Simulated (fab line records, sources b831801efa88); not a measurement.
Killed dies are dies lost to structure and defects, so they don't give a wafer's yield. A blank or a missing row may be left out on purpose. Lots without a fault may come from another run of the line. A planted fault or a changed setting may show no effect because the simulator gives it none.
Chamber matching | flow sky130 | SKY_LI_CONTACT_CMP_02 on cmp-02: 4 sister chambers
The step polishes PSG. 14 wafers are shown with their chamber, then 7 later ones without.

WAFERS WITH THEIR CHAMBER
wafer  | chamber | motor_current_A (A) | time_to_endpoint_s (s) | slurry_flow_ml_min
L770.2 | 0       | 11.4                | 34.7                   | 149.4
L770.3 | 2       | 10.1                | 30.2                   | 149.6
L770.4 | 3       | 12.6                | 31.0                   | 148.9
L771.1 | 2       | 10.6                | 33.4                   | 150.2
L771.5 | 2       | 10.8                | 33.2                   | 150.4
L771.6 | 3       | 12.6                | 32.8                   | 151.4
L773.3 | 1       | 9.9                 | 32.0                   | 150.4
L773.4 | 2       | 10.7                | 31.6                   | 149.4
L773.6 | 0       | 11.7                | 31.6                   | 150.3
L774.1 | 0       | 11.6                | 34.5                   | 149.4
L774.2 | 2       | 11.0                | 33.7                   | 149.9
L774.4 | 1       | 10.5                | 36.9                   | 149.8
L775.2 | 1       | 10.4                | 34.3                   | 150.4
L775.4 | 0       | 11.3                | 33.3                   | 150.2

SIGNATURES (means of the wafers above)
reading            | chamber 0 | chamber 1 | chamber 2 | chamber 3 | scatter within a chamber
motor_current_A    | 11.500    | 10.267    | 10.640    | 12.600    | 0.275
time_to_endpoint_s | 33.525    | 34.400    | 32.420    | 31.900    | 1.69
slurry_flow_ml_min | 149.825   | 150.200   | 149.900   | 150.150   | 0.691
Rule: a wafer's distance from a chamber is the root of the sum, over the readings, of the square of ((its reading less the chamber's mean) divided by the reading's scatter). The wafer belongs to the nearest chamber; if the next one is less than 2 further off, it can't be placed. The scatter: the root of (the sum of the squares of (reading less its chamber's mean) over the shown wafers, divided by (wafers less chambers)).

WAFERS WITHOUT THEIR CHAMBER
wafer  | motor_current_A (A) | time_to_endpoint_s (s) | slurry_flow_ml_min
L775.5 | 11.0                | 31.2                   | 149.8
L777.4 | 12.4                | 30.5                   | 150.2
L777.5 | 10.0                | 29.2                   | 149.1
L777.6 | 13.1                | 29.8                   | 150.3
L778.3 | 10.6                | 33.7                   | 150.4
L778.5 | 10.9                | 33.2                   | 151.0
L778.6 | 10.5                | 33.4                   | 150.2

WHICH CHAMBER EACH WENT THROUGH
wafer  | from the rows above          | in truth
L775.5 | can't be placed: 2 or 0 or 1 | 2
L777.4 | 3                            | 3
L777.5 | can't be placed: 2 or 1      | 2
L777.6 | 3                            | 3
L778.3 | can't be placed: 2 or 1      | 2
L778.5 | can't be placed: 2 or 1 or 0 | 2
L778.6 | can't be placed: 2 or 1      | 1
Placed correctly: 2 of 7. Can't be placed from these rows: 5 (the true chamber is among the candidates in 5). Placed wrongly: 0.
